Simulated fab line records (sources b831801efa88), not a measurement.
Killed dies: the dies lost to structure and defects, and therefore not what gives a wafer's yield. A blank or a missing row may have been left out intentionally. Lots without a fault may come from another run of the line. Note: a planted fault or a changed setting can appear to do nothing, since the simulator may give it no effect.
Which tool was responsible? | flow sfq_line | Sampling: 7 lots, 19 wafers, 3 of 325 route steps

## WHAT THE GAUGES READ, wafer by wafer
SFQ_JJ_RS_MEAS_929: uses a four-point probe to measure.
lot  | measured     | on            | JJ_NB_RS (ohm/sq)
L964 | day 50 21:47 | film_metro-03 | 1.064 1.065 1.073
L966 | day 55 12:56 | film_metro-04 | 1.039 1.052 1.059
L968 | day 56 15:18 | film_metro-04 | 1.043 1.050 1.035
L970 | day 61 18:07 | film_metro-03 | 1.041 1.058 1.036
L972 | day 62 06:32 | film_metro-03 | 1.044 1.068 1.049
L980 | day 63 08:55 | film_metro-01 | 0.574 1.038
L982 | day 63 18:31 | film_metro-01 | 1.052 0.577

## WHAT TOOL EACH LOT RAN ON (gives the tool, then ch and the chambers of the sampled wafers, and finally the start)
lot  | SFQ_TRILAYER_I4_VIA_BARC_OPEN_VIA_ETCH_146 | SFQ_TRILAYER_JJ_TRILAYER_DEP_SPUTTER_112
L964 | rie_diel-02 ch 0,1,3, day 50 19:38         | pvd_sputter-05, day 50 21:41
L966 | rie_diel-01 ch 2,3, day 55 10:46           | pvd_sputter-04, day 55 12:49
L968 | rie_diel-04 ch 0,2,3, day 56 13:10         | pvd_sputter-04, day 56 15:13
L970 | rie_diel-01 ch 1,2,3, day 61 15:59         | pvd_sputter-03, day 61 18:02
L972 | rie_diel-04 ch 0,2,3, day 62 04:22         | pvd_sputter-05, day 62 06:25
L980 | rie_diel-02 ch 0,3, day 63 06:44           | pvd_sputter-03, day 63 08:48
L982 | rie_diel-01 ch 0,3, day 63 16:21           | pvd_sputter-03, day 63 18:23
- SFQ_TRILAYER_I4_VIA_BARC_OPEN_VIA_ETCH_146: etches BARC in O2, target depth 125 nm, time 41.7 s.
- SFQ_TRILAYER_JJ_TRILAYER_DEP_SPUTTER_112: material Nb, target thk 170 nm, time 113.3 s.

## THE ANSWER, worked out from the rows above alone
Rule: the usual values come from the lots themselves. The widest of any qualifying gaps counts: lots, ordered by their means at a reading, are off when they make up no more than a third of the lots, leave a main group of 4 or more, and stand apart from it by 3 or more times the standard deviation of that group's means. A main group is skipped when, at the precision printed for the reading in the tables above, its means are all equal. Also off: a lot with no number at a reading for which 4 or more lots have one. The other lots that the step has rows for count as sound.
Off: at SFQ_JJ_RS_MEAS_929 (JJ_NB_RS), L980, L982. For the main group the mean is 1.052 ohm/sq and the standard deviation 0.0087.
A tool fits if, at a process step before that reading, it ran every lot that is off, and no sound lot after the first of them. Those tools and the gauges at SFQ_JJ_RS_MEAS_929 are tried in the same way. Can't be told from this: 2 tools fit, pvd_sputter-03 at SFQ_TRILAYER_JJ_TRILAYER_DEP_SPUTTER_112, film_metro-01 at SFQ_JJ_RS_MEAS_929.

## WHAT HAD BEEN PUT IN BY THE SIMULATOR
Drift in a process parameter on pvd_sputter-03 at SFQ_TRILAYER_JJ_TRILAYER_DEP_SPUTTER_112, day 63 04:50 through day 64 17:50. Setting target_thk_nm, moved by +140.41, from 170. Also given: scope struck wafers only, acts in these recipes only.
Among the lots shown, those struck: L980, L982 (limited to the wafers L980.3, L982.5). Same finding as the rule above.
